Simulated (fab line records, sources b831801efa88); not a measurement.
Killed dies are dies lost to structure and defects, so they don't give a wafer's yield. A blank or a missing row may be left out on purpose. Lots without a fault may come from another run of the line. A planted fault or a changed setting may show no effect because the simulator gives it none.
Which tool did it? | flow sky130 | 7 lots, 21 wafers sampled, at 3 steps of a route of 708

WHAT THE GAUGES READ, wafer by wafer
SKY_VIA3_OVL_MEAS_13.
lot  | measured     | on         | VIA3_OVL (nm)
L966 | day 39 17:46 | overlay-01 | 6 -1 9
L969 | day 41 09:28 | overlay-02 | - - -
L972 | day 41 22:10 | overlay-01 | 5 0 -5
L978 | day 43 04:52 | overlay-01 | 2 -2 4
L982 | day 44 17:25 | overlay-02 | 1 1 -7
L983 | day 44 23:31 | overlay-02 | -4 -1 1
L986 | day 45 23:58 | overlay-01 | -6 -8 -6

WHICH TOOL RAN EACH LOT (tool, then ch and the chambers of the sampled wafers, then the start)
lot  | SKY_METAL3_DESCUM_15              | SKY_VIA3_DEVELOP_11
L966 | rie_metal-04 ch 1, day 38 15:29   | litho_track-02 ch 0, day 39 17:00
L969 | rie_metal-04 ch 0,1, day 40 07:16 | litho_track-03, day 41 09:00
L972 | rie_metal-01 ch 0, day 40 19:14   | litho_track-03 ch 0, day 41 21:00
L978 | rie_metal-04 ch 0,1, day 42 03:56 | litho_track-02 ch 0, day 43 04:00
L982 | rie_metal-04 ch 0,1, day 43 17:38 | litho_track-02 ch 0, day 44 17:00
L983 | rie_metal-01 ch 0,1, day 43 23:53 | litho_track-03 ch 0, day 44 23:00
L986 | rie_metal-02 ch 1, day 45 01:10   | litho_track-03 ch 0, day 45 23:00
- SKY_METAL3_DESCUM_15: chemistry O2, time 8 s.
- SKY_VIA3_DEVELOP_11: develop time 60 s.

THE ANSWER, worked out from the rows above alone
Rule: what is usual is taken from the lots themselves. Put in order of their means at a reading, lots are off if they are a third of the lots or fewer, leave a main group of 4 or more, and stand apart from it by a gap of 3 or more times the standard deviation of the main group's means; of several such gaps the widest counts. A main group whose means are all the same, to the digits that the tables above print for the reading, isn't used. A lot without any number at a reading at which 4 lots or more have one is off too. The other lots that the step has rows for count as sound.
Off: L969, at SKY_VIA3_OVL_MEAS_13 (VIA3_OVL). Without a number there: L969. The main group: mean -1 nm, standard deviation 3.4.
A tool fits if, at a process step before that reading, it ran every lot that is off, and no sound lot after the first of them. The gauges at SKY_VIA3_OVL_MEAS_13 are tried like those tools. None of those tried fits.

WHAT THE SIMULATOR HAD PUT IN
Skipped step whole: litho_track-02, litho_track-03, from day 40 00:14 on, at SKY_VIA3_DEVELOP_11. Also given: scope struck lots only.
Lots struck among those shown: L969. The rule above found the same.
